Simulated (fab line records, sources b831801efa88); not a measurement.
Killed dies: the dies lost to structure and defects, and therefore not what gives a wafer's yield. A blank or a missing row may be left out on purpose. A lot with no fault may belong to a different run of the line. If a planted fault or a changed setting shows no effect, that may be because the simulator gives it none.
fab line records ; flow sky130
record: lots: 5; wafers: 15; lastDay: 50
route steps=708 shown METAL1@446 VIA1@458 METAL2@483 PAD_OPEN@708
lots untouched by any fault: they come from a run of this same line in which no faults occurred
startH: start of the lot's first displayed wafer, in hours after the record's first day ; waitH: hours from the lot's prior step to this one ; " same as the row above ; L1.1+2: one row covering several wafers at once ; - no value, or no start was given ; * or withheld: withheld ; < > ~ a bound
route shown NAME@n: NAME is a module with steps in the file, n the number in the route of the first one ; usual: average and standard deviation across the fault-free wafers ; same: alike in all rows ; chamber/n: place in a boat ; sites: readings site by site ; _std_site: standard deviation across them ; _edge_site: inner sites' mean taken away from outer sites' mean ; radiusMm: how far each site lies from the wafer's centre ; mask NAME#n: copy n ; behind: the tool/chamber that last shaped the wafer ; hold: why the lot went on hold/how many hours it stayed there/how the hold came to an end ; device: transistor that didn't switch, given as n, p or np ; end of line: the same wafers' tests at the end of the route ; for a step that has no rows: nothing shown but its recipe ; killed: at the first sort, the dies lost to defects and structure; wafer yield is something else ; map: the dies of a wafer, with x for killed, . for not killed, _ for no die there
set.NAME: the setting the step ran with; set.NAME@STEP: the setting that earlier step ran with ; model.NAME: the simulator's own value behind a step, which no gauge read
lots at selected steps of the route; one table per step, one row per wafer
services: when a tool's chamber went out of use (startH, in hours from the record's first day, below 0 if earlier), for how many hours, and the reason
== steps ==
step: SKY_METAL1_EXPOSE_12
recipe: maskId: MM1; na: 0.8; sourceShape: annular; sigmaInner: 0.55; sigmaOuter: 0.85; targetCdNm: 140; doseMj: 28
step: SKY_METAL1_PEB_13
recipe: pebTempC: withheld; pebTimeS: withheld; resist: KrF-thick
step: SKY_METAL1_DEVELOP_14
recipe: developTimeS: 60; resist: KrF-thick; devTempC: 21
step: SKY_METAL1_DESCUM_17
recipe: chemistry: O2; sourcePowerW: 150; biasPowerW: 0; pressureMtorr: 10; tempC: 40; timeS: 8
step: SKY_METAL1_ETCH_18
recipe: chemistry: N2/H2; target: BARC; ionEnergyEv: 200; biasW: 100; pressureMtorr: 30; n2FlowSccm: 100; h2FlowSccm: 200; icpW: 500; stopOn: SiO2; timeS: 45.9; targetDepthA: 600
step: SKY_METAL1_METAL_ETCH_19
recipe: targetDepthA: 3600; stopOn: SiO2; overEtchFrac: 0.3; timeS: 78; chemistry: Cl2/BCl3; resistSidewallDeg: 88; pressureMtorr: 10; icpW: 900; biasW: 48.5; Cl2_flow_sccm: 60; bcl3FlowSccm: 30
step: SKY_METAL1_STRIP_20
recipe: chemistry: O2/N2; powerW: 1400; pressureMtorr: 1500; platenTempC: withheld; o2FlowSccm: 3000; n2FlowSccm: 300; overashFraction: 0.5
step: SKY_METAL1_STRIP_21
recipe: chemistry: postEtchResidueRemover; timeS: 1200; tempC: 72.5
step: SKY_METAL1_CLEAN_22
recipe: chemistry: IPA; timeS: 180; tempC: 25
step: SKY_METAL1_CLEAN_23
recipe: chemistry: O3/DIW; dry: n2Spin
step: SKY_VIA1_HDPCVD_00
recipe: material: SiO2; targetThkNm: 1030; sigmaOpenFrac: 0.3; timeS: 171.7; tempC: 400; sih4FlowSccm: 60; pressureMtorr: 6
usual: sih4FlowSccm: 60.00/0.19
lot.wafer;tool;chamber;startH;waitH;sih4FlowSccm
L262.2;hdpcvd-01;1;811.01;0.0;60.22
L262.3;hdpcvd-01;2;811.01;0.0;60.03
L262.6;hdpcvd-01;0;811.01;0.0;59.49
L270.2;hdpcvd-01;2;871.17;0.0;59.90
L270.3;hdpcvd-01;1;871.17;0.0;59.99
L270.5;hdpcvd-01;2;871.17;0.0;60.16
L271.3;hdpcvd-01;2;878.01;0.0;59.72
L271.5;hdpcvd-01;1;878.01;0.0;60.12
L271.6;hdpcvd-01;2;878.01;0.0;59.45
L272.3;hdpcvd-01;0;884.91;0.0;60.09
L272.4;hdpcvd-01;0;884.91;0.0;60.02
L272.6;hdpcvd-01;1;884.91;0.0;60.14
L278.1;hdpcvd-02;1;927.51;0.0;59.74
L278.4;hdpcvd-02;1;927.51;0.0;59.94
L278.6;hdpcvd-02;2;927.51;0.0;59.99
step: SKY_VIA1_CMP_02
recipe: material: SiO2; downForcePsi: 4; platenRpm: 60; padVelocityMS: 0.94248
step: SKY_VIA1_DEHYDRATE_04
recipe: tempC: 200; timeS: 60
step: SKY_VIA1_HMDS_05
recipe: primeTimeS: 60; primeTempC: 120
step: SKY_VIA1_COAT_06
recipe: resist: BARC; tempC: withheld; timeS: withheld; spinRpm: 3000; resistThkNm: 60
step: SKY_VIA1_COAT_07
recipe: resist: KrF-thick; spinRpm: 3000; resistThkNm: 450
step: SKY_VIA1_SOFTBAKE_08
recipe: tempC: 100; timeS: 90; resist: KrF-thick
step: SKY_VIA1_EXPOSE_09
recipe: maskId: VIM; na: 0.8; sourceShape: annular; sigmaInner: 0.55; sigmaOuter: 0.85; targetCdNm: 150; doseMj: 38
step: SKY_VIA1_PEB_10
recipe: pebTempC: withheld; pebTimeS: withheld; resist: KrF-thick
step: SKY_VIA1_DEVELOP_11
recipe: developTimeS: 60; resist: KrF-thick; devTempC: 21
step: SKY_VIA1_ETCH_14
recipe: chemistry: N2/H2; target: BARC; ionEnergyEv: 200; sourceW: 500; biasW: 100; pressureMtorr: 30; n2FlowSccm: 100; h2FlowSccm: 200; stopOn: SiO2; timeS: 45.9; targetDepthA: 600
step: SKY_VIA1_ETCH_15
recipe: target: SiO2; chemistry: C4F8/O2/Ar; targetDepthNm: 351; stopOn: TiN; maskMaterial: KrF-thick; sourceW: 1500; biasW: 1200; pressureMtorr: 40; c4f8FlowSccm: withheld; O2_flow_sccm: 6; Ar_flow_sccm: 300; timeS: 54
step: SKY_VIA1_STRIP_16
recipe: chemistry: O2/N2; powerW: 1400; pressureMtorr: 1500; platenTempC: withheld; o2FlowSccm: 3000; n2FlowSccm: 300; overashFraction: 0.5
step: SKY_VIA1_STRIP_17
recipe: chemistry: postEtchResidueRemover; timeS: 1200; tempC: 72.5
step: SKY_VIA1_CLEAN_18
recipe: chemistry: IPA; timeS: 180; tempC: 25
step: SKY_VIA1_CLEAN_19
recipe: chemistry: O3/DIW; dry: n2Spin
step: SKY_VIA1_SPUTTER_20
recipe: material: TiN; targetThkNm: 20; chamberPressurePa: 5; powerW: 4000; timeS: 80
step: SKY_VIA1_CVD_21
recipe: material: W; targetThkNm: 270; timeS: 80.902; tempC: 400; pressureTorr: 40
step: SKY_VIA1_CMP_24
recipe: stopOn: SiO2; tOverpolishS: 15; downForcePsi: 3.5; platenRpm: 60; targetThkNm: 0; padVelocityMS: 0.94248
step: SKY_METAL2_SPUTTER_00
recipe: material: Ti; targetThkNm: 15; powerW: 3000; timeS: 10; chamberPressurePa: 0.4
step: SKY_METAL2_SPUTTER_01
recipe: material: TiN; targetThkNm: 20; powerW: 6500; timeS: 16.7; chamberPressurePa: 0.4
step: SKY_METAL2_SPUTTER_02
recipe: material: AlCu; targetThkNm: 250; powerW: 10600; timeS: 13.3; chamberPressurePa: 0.4
step: SKY_METAL2_SPUTTER_03
recipe: material: Ti; targetThkNm: 5; powerW: 3000; timeS: 3.3; chamberPressurePa: 0.4
step: SKY_METAL2_SPUTTER_04
recipe: material: TiN; targetThkNm: 70; powerW: 6500; timeS: 58.3; chamberPressurePa: 0.4
step: SKY_PAD_OPEN_PROBE_99
usual: defectLimitedYield: 82.2/2.1; killed_at_M0_to_M3: 43/8; killed_at_M4_up: 2.9/1.6; killedAtContacts: 26/5.2; killedAtFrontEnd: 15/4.3; killedAtOther: 0.3/0.56; killedDies: 87/10; killedOpen: 48/6.9; killedShort: 40/6.5; sort_bin_3_pad_short: 0.9/0.36; sort_bin_5_function: 10.5/1.5; sort_bin_6_memory: 6.4/1.3; sortNPass: 405/10; sortYieldPct: 82.2/2.1
same: grossDies: 492; killedAtBackSide: 0; sort_bin_4_leakage[%]: 0; sort_bin_8_speed[%]: 0
lot.wafer;tool;chamber;startH;waitH;hold;defectLimitedYield[%];killed_at_M0_to_M3;killed_at_M4_up;killedAtContacts;killedAtFrontEnd;killedAtOther;killedDies;killedOpen;killedShort;sort_bin_3_pad_short[%];sort_bin_5_function[%];sort_bin_6_memory[%];sortNPass;sortYieldPct[%];model.etest.tester.sortNPass;model.etest.tester.sortYieldPct;model.etest.tester.sort_bin_5_pct;model.etest.tester.sort_bin_3_pct
L262.2;prober-01;-;1111.51;0.1;-;80.1;46;4;27;21;0;98;47;51;1.0;11.6;7.3;394;80.1;394;80.08;11.59;1.016
L262.3;prober-01;-;1111.56;0.2;-;82.7;51;3;24;7;0;85;43;42;1.2;8.9;7.1;407;82.7;407;82.72;8.943;1.22
L262.6;prober-01;-;1111.71;0.2;-;81.7;46;4;28;12;0;90;46;44;0.4;10.8;7.1;402;81.7;402;81.71;10.77;0.4065
L270.2;prober-02;-;1154.94;0.3;awaitDispo/2.4h/release;74.0;97;1;19;10;1;128;37;28;3.0;16.5;6.5;364;74.0;364;73.98;16.46;3.049
L270.3;prober-02;-;1154.99;0.3;awaitDispo/2.4h/release;73.8;90;2;24;13;0;129;50;32;3.0;16.1;7.1;363;73.8;363;73.78;16.06;3.049
L270.5;prober-02;-;1155.09;0.4;awaitDispo/2.4h/release;76.2;86;4;19;8;0;117;34;24;2.2;16.7;4.9;375;76.2;375;76.22;16.67;2.236
L271.3;prober-02;-;1161.66;0.2;awaitDispo/3.2h/release;73.0;94;4;23;12;0;133;41;38;3.9;16.5;6.7;359;73.0;359;72.97;16.46;3.862
L271.5;prober-02;-;1161.76;0.2;awaitDispo/3.2h/release;72.2;100;3;23;11;0;137;44;37;2.4;16.1;9.3;355;72.2;355;72.15;16.06;2.439
L271.6;prober-02;-;1161.81;0.2;awaitDispo/3.2h/release;72.4;94;2;33;7;0;136;40;41;4.5;15.4;7.7;356;72.4;356;72.36;15.45;4.472
L272.3;prober-01;-;1164.85;0.2;awaitDispo/1.6h/release;72.0;94;2;22;20;0;138;44;48;3.7;17.5;6.9;354;72.0;354;71.95;17.48;3.659
L272.4;prober-01;-;1164.90;0.2;awaitDispo/1.6h/release;73.6;95;2;20;13;0;130;47;29;2.8;16.7;6.9;362;73.6;362;73.58;16.67;2.846
L272.6;prober-01;-;1165.00;0.2;awaitDispo/1.6h/release;72.8;92;5;28;9;0;134;43;33;2.8;18.5;5.9;358;72.8;358;72.76;18.5;2.846
L278.1;prober-01;-;1195.00;0.1;-;85.6;41;3;17;10;0;71;46;25;1.2;7.9;5.3;421;85.6;421;85.57;7.927;1.22
L278.4;prober-01;-;1195.15;0.2;-;78.5;48;5;30;23;0;106;58;48;0.8;14.6;6.1;386;78.5;386;78.46;14.63;0.813
L278.6;prober-01;-;1195.25;0.2;-;80.7;38;1;35;21;0;95;51;44;0.6;9.8;8.9;397;80.7;397;80.69;9.756;0.6098
killed by level:class
L262.2 CONTACT:geometricParticle:open=11 FIELD_ISO:geometricParticle:short=9 CONTACT:geometricParticle:short=7 METAL1:geometricParticle:short=7 VIA2:geometricParticle:open=7 POLY_GATE:geometricParticle:open=5 VIA1:geometricParticle:open=5 LI_CONTACT:geometricParticle:open=4
L262.3 CONTACT:geometricParticle:open=11 METAL1:geometricParticle:short=7 VIA1:geometricParticle:short=7 VIA3:geometricParticle:open=7 VIA1:geometricParticle:open=6 LI_CONTACT:geometricParticle:open=5 METAL2:geometricParticle:short=5 METAL3:geometricParticle:short=5
L262.6 CONTACT:geometricParticle:open=12 VIA2:geometricParticle:open=8 LI_CONTACT:geometricParticle:open=7 VIA1:geometricParticle:open=6 METAL1:geometricParticle:short=6 VIA3:geometricParticle:short=6 METAL2:geometricParticle:short=5 METAL3:geometricParticle:short=5
L270.2 VIA1:unspecified=63 LI_CONTACT:geometricParticle:open=10 VIA1:geometricParticle:open=7 CONTACT:geometricParticle:short=5 FIELD_ISO:geometricParticle:short=4 VIA1:geometricParticle:short=4 VIA2:geometricParticle:open=4 VIA3:geometricParticle:open=4
L270.3 VIA1:unspecified=47 VIA2:geometricParticle:open=11 VIA3:geometricParticle:open=9 LI_CONTACT:geometricParticle:open=7 VIA3:geometricParticle:short=6 CONTACT:geometricParticle:open=5 POLY_GATE:geometricParticle:open=4 LOCAL_INTERCONNECT:geometricParticle:short=4
L270.5 VIA1:unspecified=59 CONTACT:geometricParticle:open=7 METAL1:geometricParticle:short=5 LI_CONTACT:geometricParticle:open=5 VIA1:geometricParticle:open=5 LOCAL_INTERCONNECT:geometricParticle:short=4 VIA3:geometricParticle:open=4 FIELD_ISO:geometricParticle:open=3
L271.3 VIA1:unspecified=54 POLY_GATE:geometricParticle:open=7 METAL2:geometricParticle:short=6 VIA3:geometricParticle:open=6 VIA1:geometricParticle:open=6 CONTACT:geometricParticle:open=6 VIA1:geometricParticle:short=6 VIA2:geometricParticle:open=5
L271.5 VIA1:unspecified=56 CONTACT:geometricParticle:open=10 METAL1:geometricParticle:short=10 LI_CONTACT:geometricParticle:open=7 VIA1:geometricParticle:open=6 VIA2:geometricParticle:open=6 VIA3:geometricParticle:open=6 VIA3:geometricParticle:short=5
L271.6 VIA1:unspecified=55 LI_CONTACT:geometricParticle:open=14 METAL2:geometricParticle:short=10 CONTACT:geometricParticle:open=6 VIA1:geometricParticle:short=6 LOCAL_INTERCONNECT:geometricParticle:short=4 CONTACT:geometricParticle:short=4 VIA1:geometricParticle:open=4
L272.3 VIA1:unspecified=46 VIA1:geometricParticle:open=12 METAL1:geometricParticle:short=10 CONTACT:geometricParticle:open=8 VIA1:geometricParticle:short=7 POLY_GATE:geometricParticle:short=6 LI_CONTACT:geometricParticle:open=6 VIA2:geometricParticle:open=6
L272.4 VIA1:unspecified=54 VIA1:geometricParticle:open=11 CONTACT:geometricParticle:open=11 VIA2:geometricParticle:open=6 VIA1:geometricParticle:short=6 FIELD_ISO:geometricParticle:open=5 LI_CONTACT:geometricParticle:open=5 METAL2:geometricParticle:short=4
L272.6 VIA1:unspecified=58 CONTACT:geometricParticle:open=15 VIA1:geometricParticle:open=8 LI_CONTACT:geometricParticle:open=6 VIA2:geometricParticle:open=6 VIA1:geometricParticle:short=5 METAL2:geometricParticle:short=5 METAL1:geometricParticle:short=3
L278.1 CONTACT:geometricParticle:open=10 VIA1:geometricParticle:open=7 VIA3:geometricParticle:open=6 VIA1:geometricParticle:short=5 LI_CONTACT:geometricParticle:open=5 METAL1:geometricParticle:short=5 VIA2:geometricParticle:open=5 FIELD_ISO:geometricParticle:open=4
L278.4 CONTACT:geometricParticle:open=10 VIA1:geometricParticle:open=10 VIA3:geometricParticle:open=10 VIA2:geometricParticle:open=7 LI_CONTACT:geometricParticle:open=6 POLY_GATE:geometricParticle:short=5 POLY_GATE:geometricParticle:open=5 LOCAL_INTERCONNECT:geometricParticle:short=5
L278.6 LI_CONTACT:geometricParticle:open=10 CONTACT:geometricParticle:open=9 CONTACT:geometricParticle:short=7 VIA3:geometricParticle:open=7 POLY_GATE:geometricParticle:short=6 LOCAL_INTERCONNECT:geometricParticle:short=6 VIA2:geometricParticle:open=6 POLY_GATE:geometricParticle:open=5
map L270.3 (x killed, . not)
__________......x..._________
________....x....x...._______
______......x.........x._____
_____.......x........xx.x____
____.x...xxx...x.xx...x...___
___...........x........xx..__
__x.x......x.x.xx.x.xx..xx.._
_...x...x..........xxxxx.x...
_..xx..x......x....xxxxxxxx..
_......x.....x..x.xxxxxxxxx..
_..x...x.x...x....xxxxxxxx...
_..xx.......xx.xx.x.xxxx.....
_.x....x........xx..xxxxx...x
_..x............x...x........
_.x............x.x.x..x..x..x
__.x....x.xx...xx..........._
___.........x...x..x.......__
____...x..x.....x.x.......___
_____..xx................____
______.xx...xx.........x_____
________.x...x........_______
__________.........x_________
map L271.5 (x killed, . not)
__________.....x...._________
________.....x...x...x_______
______...............x.._____
_____.x....xx...xx.xx....____
____......x..x...x......x.___
___.......x.x...x.x....x.x.__
__......x...x.......xxx.x.x._
_.....x........x..xxxxxxx.x..
_...........x...xx.xxxxxxxx.x
_................xxxxxxxxxxx.
_......x.........x.xxxxxxxxxx
_.......x....x...xxxxxxxxxx..
_.x..............xxxxxxx.xx..
_...x....x.xx...x..x.x....x.x
_...x....x.x.................
__.x..xx...................._
___.x.....x.x....x.x.....x.__
____..x........x..x.x.....___
_____....x...x......x.xx.____
______.........xx.x....._____
________.....x.x..xx.._______
__________..x.xx..x._________
== services ==
tool;chamber;startH;hours;kind
hdpcvd-02;0;816.56;4.6;repair
hdpcvd-01;-;827.16;2.7;repair
hdpcvd-02;2;870.18;2.5;repair
== key ==
firstSign: step: SKY_PAD_OPEN_PROBE_99; reading: killed_at_M0_to_M3; direction: up; sigmas: 6.3; usual: 43; struck: 94
effect: step: SKY_PAD_OPEN_PROBE_99; reading: sort_bin_3_pad_short; direction: up; sigmas: 6.2; usual: 0.9; struck: 3.2
modelEffect: step: SKY_PAD_OPEN_PROBE_99; value: etest.tester.sortNPass; without: 409.9; struck: 360.7
metAt SKY_VIA1_HDPCVD_00
struckWafers L270.2,L270.3,L270.5,L271.3,L271.5,L271.6,L272.3,L272.4,L272.6
onsetBetween 811.01 871.17
fault: kind: chamberParticleSource; tool: hdpcvd-01; chamber: -; onsetH: 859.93; steps: SKY_VIA1_HDPCVD_00; ratePerVisitCm2: 0.91066; endH: 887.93
